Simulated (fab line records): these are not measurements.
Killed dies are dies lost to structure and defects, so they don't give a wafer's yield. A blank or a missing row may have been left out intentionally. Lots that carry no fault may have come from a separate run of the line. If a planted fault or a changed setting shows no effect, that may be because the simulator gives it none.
What tool caused it? :: flow sky130 :: 30 wafers from 10 lots sampled at 5 of the route's 708 steps

WHAT THE GAUGES SHOWED, per wafer
SKY_SPACER_THK_MEAS_01. Usual: for SPACER_CVD_00_THK the level is 42.9 nm and the standard deviation is 0.38.
lot: L565
measured: day 24 08:57
on: film-metro-02
SPACER_CVD_00_THK (nm): 43.0 43.1 42.7
flag: 

lot: L566
measured: day 24 18:08
on: film-metro-02
SPACER_CVD_00_THK (nm): 42.6 42.8 42.5
flag: 

lot: L567
measured: day 24 22:20
on: film-metro-01
SPACER_CVD_00_THK (nm): 42.6 42.2 43.2
flag: 

lot: L568
measured: day 25 12:30
on: film-metro-02
SPACER_CVD_00_THK (nm): 43.2 43.7 43.0
flag: 

lot: L570
measured: day 26 01:38
on: film-metro-02
SPACER_CVD_00_THK (nm): 42.4 42.0 41.9
flag: 

lot: L571
measured: day 26 07:01
on: film-metro-01
SPACER_CVD_00_THK (nm): 42.8 43.2 42.6
flag: 

lot: L574
measured: day 27 06:17
on: film-metro-01
SPACER_CVD_00_THK (nm): 43.8 43.4 43.4
flag: 

lot: L580
measured: day 29 08:11
on: film-metro-03
SPACER_CVD_00_THK (nm): 31.9 32.0 31.9 31.8 32.0 31.9
flag: OFF

lot: L582
measured: day 30 00:21
on: film-metro-02
SPACER_CVD_00_THK (nm): 43.0 43.3 43.4
flag: 

lot: L584
measured: day 30 15:22
on: film-metro-03
SPACER_CVD_00_THK (nm): 42.6 42.4 42.6
flag: 

SKY_METAL1_CD_MEAS_15 targets a cd of 140 nm. Usual: cd-nm at 139.8 nm, with a standard deviation of 1.5.
lot: L565
measured: day 34 01:24
on: cd-sem-01
cd-nm (nm): 138.9 141.9 141.2
flag: 

lot: L566
measured: day 34 07:02
on: cd-sem-02
cd-nm (nm): 142.6 141.2 141.7
flag: 

lot: L567
measured: day 34 14:17
on: cd-sem-02
cd-nm (nm): 140.8 141.1 140.2
flag: 

lot: L568
measured: day 35 01:22
on: cd-sem-01
cd-nm (nm): 140.8 141.3 142.6
flag: 

lot: L570
measured: day 35 13:59
on: cd-sem-01
cd-nm (nm): 139.3 140.2 138.5
flag: 

lot: L571
measured: day 35 17:23
on: cd-sem-01
cd-nm (nm): 141.2 138.9 139.5
flag: 

lot: L574
measured: day 36 16:13
on: cd-sem-01
cd-nm (nm): 141.1 140.1 139.7
flag: 

lot: L580
measured: day 38 09:54
on: cd-sem-01
cd-nm (nm): 138.9 140.6 138.7
flag: 

lot: L582
measured: day 39 01:56
on: cd-sem-02
cd-nm (nm): 138.1 138.7 139.2
flag: 

lot: L584
measured: day 39 14:33
on: cd-sem-02
cd-nm (nm): 138.1 138.9 137.4
flag: 

WHAT TOOL EACH LOT RAN ON (gives the tool, then ch and the chambers of the sampled wafers, and finally the start)
lot: L565
SKY_SPACER_CVD_00: lpcvd-02 ch 1, day 24 07:44
SKY_SPACER_ETCHBACK_02: rie-diel-02 ch 0,1,2, day 24 09:00
SKY_LOCAL_INTERCONNECT_SPUTTER_00: pvd-sputter-02, day 30 12:57

lot: L566
SKY_SPACER_CVD_00: lpcvd-02 ch 1, day 24 16:19
SKY_SPACER_ETCHBACK_02: rie-diel-03 ch 0,3, day 24 18:11
SKY_LOCAL_INTERCONNECT_SPUTTER_00: pvd-sputter-01, day 30 20:30

lot: L567
SKY_SPACER_CVD_00: lpcvd-02 ch 1, day 24 20:31
SKY_SPACER_ETCHBACK_02: rie-diel-04 ch 2,3, day 24 22:23
SKY_LOCAL_INTERCONNECT_SPUTTER_00: pvd-sputter-02, day 31 02:16

lot: L568
SKY_SPACER_CVD_00: lpcvd-02 ch 1, day 25 11:17
SKY_SPACER_ETCHBACK_02: rie-diel-02 ch 1,3, day 25 12:32
SKY_LOCAL_INTERCONNECT_SPUTTER_00: pvd-sputter-01, day 31 13:53

lot: L570
SKY_SPACER_CVD_00: lpcvd-02 ch 1, day 26 00:26
SKY_SPACER_ETCHBACK_02: rie-diel-02 ch 0,2, day 26 01:42
SKY_LOCAL_INTERCONNECT_SPUTTER_00: pvd-sputter-01, day 32 03:21

lot: L571
SKY_SPACER_CVD_00: lpcvd-02 ch 0, day 26 05:47
SKY_SPACER_ETCHBACK_02: rie-diel-02 ch 0,3, day 26 07:03
SKY_LOCAL_INTERCONNECT_SPUTTER_00: pvd-sputter-03, day 32 07:14

lot: L574
SKY_SPACER_CVD_00: lpcvd-02 ch 1, day 27 05:05
SKY_SPACER_ETCHBACK_02: rie-diel-03 ch 1,2, day 27 06:21
SKY_LOCAL_INTERCONNECT_SPUTTER_00: pvd-sputter-02, day 33 05:21

lot: L580
SKY_SPACER_CVD_00: lpcvd-02 ch 0, day 29 06:22
SKY_SPACER_ETCHBACK_02: rie-diel-04 ch 0,1,3, day 29 19:25
SKY_LOCAL_INTERCONNECT_SPUTTER_00: pvd-sputter-03, day 35 00:57

lot: L582
SKY_SPACER_CVD_00: lpcvd-02 ch 1, day 29 23:09
SKY_SPACER_ETCHBACK_02: rie-diel-04 ch 0,2, day 30 00:25
SKY_LOCAL_INTERCONNECT_SPUTTER_00: pvd-sputter-02, day 35 17:14

lot: L584
SKY_SPACER_CVD_00: lpcvd-02 ch 1, day 30 14:08
SKY_SPACER_ETCHBACK_02: rie-diel-02 ch 1,2,3, day 30 15:25
SKY_LOCAL_INTERCONNECT_SPUTTER_00: pvd-sputter-02, day 36 07:58
- SKY_SPACER_CVD_00: deposits Si3N4 from DCS/NH3, target thk 43.1 nm, time 740 s.
- SKY_SPACER_ETCHBACK_02: etches Si3N4 in CH3F/O2, stops on SiO2, time 46.7 s, target depth 45 nm.
- SKY_LOCAL_INTERCONNECT_SPUTTER_00: material TiN, target thk 100 nm, time 83.3 s.

AS READ BY THE TOOLS THEMSELVES (means over the sampled wafers that have a number; for cases with no such wafer, the mark the record gives instead)
SKY_SPACER_CVD_00. Usual: spike-tc-bottom-C 787 C, standard deviation 3.6; spike-tc-centre-C 769.9 C, standard deviation 1.2; spike-tc-lower-C 770.4 C, standard deviation 1.2; spike-tc-top-C 782.3 C, standard deviation 1.1; spike-tc-upper-C 771.7 C, standard deviation 1.5; susceptor-temp-C 770.03 C, standard deviation 0.27; zone-power-lower-pct 14.20 %, standard deviation 0.19; zone-power-upper-pct 11.85 %, standard deviation 0.14.
lot: L565
tool: lpcvd-02
spike-tc-bottom-C (C): 789
spike-tc-centre-C (C): 768.8
spike-tc-lower-C (C): 770.8
spike-tc-top-C (C): 781.9
spike-tc-upper-C (C): 773.1
susceptor-temp-C (C): 769.76
zone-power-lower-pct (%): 14.10
zone-power-upper-pct (%): 11.78
flag: 

lot: L566
tool: lpcvd-02
spike-tc-bottom-C (C): 789
spike-tc-centre-C (C): 769.9
spike-tc-lower-C (C): 770.7
spike-tc-top-C (C): 783.2
spike-tc-upper-C (C): 772.8
susceptor-temp-C (C): 770.20
zone-power-lower-pct (%): 14.28
zone-power-upper-pct (%): 11.96
flag: 

lot: L567
tool: lpcvd-02
spike-tc-bottom-C (C): 788
spike-tc-centre-C (C): 769.3
spike-tc-lower-C (C): 769.6
spike-tc-top-C (C): 782.5
spike-tc-upper-C (C): 771.8
susceptor-temp-C (C): 769.61
zone-power-lower-pct (%): 14.12
zone-power-upper-pct (%): 12.04
flag: 

lot: L568
tool: lpcvd-02
spike-tc-bottom-C (C): 790
spike-tc-centre-C (C): 768.5
spike-tc-lower-C (C): 771.0
spike-tc-top-C (C): 782.8
spike-tc-upper-C (C): 771.2
susceptor-temp-C (C): 769.75
zone-power-lower-pct (%): 14.20
zone-power-upper-pct (%): 11.93
flag: 

lot: L570
tool: lpcvd-02
spike-tc-bottom-C (C): 790
spike-tc-centre-C (C): 768.9
spike-tc-lower-C (C): 771.5
spike-tc-top-C (C): 782.1
spike-tc-upper-C (C): 772.3
susceptor-temp-C (C): 769.93
zone-power-lower-pct (%): 14.32
zone-power-upper-pct (%): 11.77
flag: 

lot: L571
tool: lpcvd-02
spike-tc-bottom-C (C): 782
spike-tc-centre-C (C): 771.1
spike-tc-lower-C (C): 768.7
spike-tc-top-C (C): 781.7
spike-tc-upper-C (C): 769.4
susceptor-temp-C (C): 770.06
zone-power-lower-pct (%): 13.98
zone-power-upper-pct (%): 11.68
flag: 

lot: L574
tool: lpcvd-02
spike-tc-bottom-C (C): 788
spike-tc-centre-C (C): 769.6
spike-tc-lower-C (C): 770.6
spike-tc-top-C (C): 782.7
spike-tc-upper-C (C): 773.2
susceptor-temp-C (C): 770.14
zone-power-lower-pct (%): 14.38
zone-power-upper-pct (%): 11.94
flag: 

lot: L580
tool: lpcvd-02
spike-tc-bottom-C (C): 767
spike-tc-centre-C (C): 756.4
spike-tc-lower-C (C): 754.5
spike-tc-top-C (C): 767.0
spike-tc-upper-C (C): 754.9
susceptor-temp-C (C): 755.30
zone-power-lower-pct (%): 13.59
zone-power-upper-pct (%): 11.36
flag: OFF

lot: L582
tool: lpcvd-02
spike-tc-bottom-C (C): 790
spike-tc-centre-C (C): 768.7
spike-tc-lower-C (C): 771.3
spike-tc-top-C (C): 782.6
spike-tc-upper-C (C): 771.1
susceptor-temp-C (C): 770.11
zone-power-lower-pct (%): 14.36
zone-power-upper-pct (%): 11.95
flag: 

lot: L584
tool: lpcvd-02
spike-tc-bottom-C (C): 789
spike-tc-centre-C (C): 769.8
spike-tc-lower-C (C): 770.6
spike-tc-top-C (C): 781.8
spike-tc-upper-C (C): 772.0
susceptor-temp-C (C): 770.29
zone-power-lower-pct (%): 14.40
zone-power-upper-pct (%): 11.84
flag: 

SKY_SPACER_ETCHBACK_02. Usual: chamber-pressure-mTorr 25.001 mTorr, standard deviation 0.023; drypump-motor-current-A 5.5 A, standard deviation 0.48; oes-product-au 0.853 a.u., standard deviation 0.0062; throttle-valve-pct 10.562 %, standard deviation 0.0089.
lot: L565
tool: rie-diel-02
chamber-pressure-mTorr (mTorr): 24.998
drypump-motor-current-A (A): 5.3
oes-product-au (a.u.): 0.856
throttle-valve-pct (%): 10.565
flag: 

lot: L566
tool: rie-diel-03
chamber-pressure-mTorr (mTorr): 24.982
drypump-motor-current-A (A): 5.9
oes-product-au (a.u.): 0.852
throttle-valve-pct (%): 10.566
flag: 

lot: L567
tool: rie-diel-04
chamber-pressure-mTorr (mTorr): 25.012
drypump-motor-current-A (A): 5.7
oes-product-au (a.u.): 0.848
throttle-valve-pct (%): 10.564
flag: 

lot: L568
tool: rie-diel-02
chamber-pressure-mTorr (mTorr): 24.996
drypump-motor-current-A (A): 5.1
oes-product-au (a.u.): 0.855
throttle-valve-pct (%): 10.556
flag: 

lot: L570
tool: rie-diel-02
chamber-pressure-mTorr (mTorr): 25.009
drypump-motor-current-A (A): 5.3
oes-product-au (a.u.): 0.842
throttle-valve-pct (%): 10.551
flag: 

lot: L571
tool: rie-diel-02
chamber-pressure-mTorr (mTorr): 25.010
drypump-motor-current-A (A): 5.0
oes-product-au (a.u.): 0.849
throttle-valve-pct (%): 10.552
flag: 

lot: L574
tool: rie-diel-03
chamber-pressure-mTorr (mTorr): 25.001
drypump-motor-current-A (A): 4.9
oes-product-au (a.u.): 0.860
throttle-valve-pct (%): 10.565
flag: 

lot: L580
tool: rie-diel-04
chamber-pressure-mTorr (mTorr): 25.006
drypump-motor-current-A (A): 5.9
oes-product-au (a.u.): 0.736
throttle-valve-pct (%): 10.546
flag: OFF

lot: L582
tool: rie-diel-04
chamber-pressure-mTorr (mTorr): 24.997
drypump-motor-current-A (A): 5.7
oes-product-au (a.u.): 0.855
throttle-valve-pct (%): 10.575
flag: 

lot: L584
tool: rie-diel-02
chamber-pressure-mTorr (mTorr): 25.005
drypump-motor-current-A (A): 5.1
oes-product-au (a.u.): 0.846
throttle-valve-pct (%): 10.564
flag: 

SKY_LOCAL_INTERCONNECT_SPUTTER_00. Usual: susceptor-temp-C 300.01 C, standard deviation 0.2; throttle-valve-pct 30.0 %, standard deviation 1.2.
lot: L565
tool: pvd-sputter-02
susceptor-temp-C (C): 299.97
throttle-valve-pct (%): 28.7
flag: 

lot: L566
tool: pvd-sputter-01
susceptor-temp-C (C): 300.28
throttle-valve-pct (%): 30.5
flag: 

lot: L567
tool: pvd-sputter-02
susceptor-temp-C (C): 300.05
throttle-valve-pct (%): 29.4
flag: 

lot: L568
tool: pvd-sputter-01
susceptor-temp-C (C): 300.15
throttle-valve-pct (%): 30.7
flag: 

lot: L570
tool: pvd-sputter-01
susceptor-temp-C (C): 299.83
throttle-valve-pct (%): 30.6
flag: 

lot: L571
tool: pvd-sputter-03
susceptor-temp-C (C): 299.90
throttle-valve-pct (%): 29.2
flag: 

lot: L574
tool: pvd-sputter-02
susceptor-temp-C (C): 299.97
throttle-valve-pct (%): 29.3
flag: 

lot: L580
tool: pvd-sputter-03
susceptor-temp-C (C): 300.04
throttle-valve-pct (%): 28.4
flag: 

lot: L582
tool: pvd-sputter-02
susceptor-temp-C (C): 299.85
throttle-valve-pct (%): 30.4
flag: 

lot: L584
tool: pvd-sputter-02
susceptor-temp-C (C): 299.93
throttle-valve-pct (%): 29.3
flag: 

THE ANSWER, worked out from the rows above alone
Rule: take the mean of a lot's wafers that have a number; if it is more than 3 standard deviations from the usual mean, the lot is off. A lot without any number at a reading at which 4 lots or more have one is off too. Where the step has rows for the other lots, those lots are counted as sound. After the gauges, taken in route order, come the tools' own readings; for these a lot's mean is taken, as printed above. At the first step where some lot is off, the reading lying furthest off is the one used; lots without a number count as furthest.
Off: L580, seen at SKY_SPACER_THK_MEAS_01 (SPACER_CVD_00_THK).
A tool fits if, at a process step before that reading, it ran every lot that is off, and no sound lot after the first of them. The gauges at SKY_SPACER_THK_MEAS_01 aren't tried: what is off there is off at SKY_SPACER_CVD_00 too, on other tools, and a gauge's error can't cause that. None of those tried fits.

WHAT WAS PUT IN BY THE SIMULATOR
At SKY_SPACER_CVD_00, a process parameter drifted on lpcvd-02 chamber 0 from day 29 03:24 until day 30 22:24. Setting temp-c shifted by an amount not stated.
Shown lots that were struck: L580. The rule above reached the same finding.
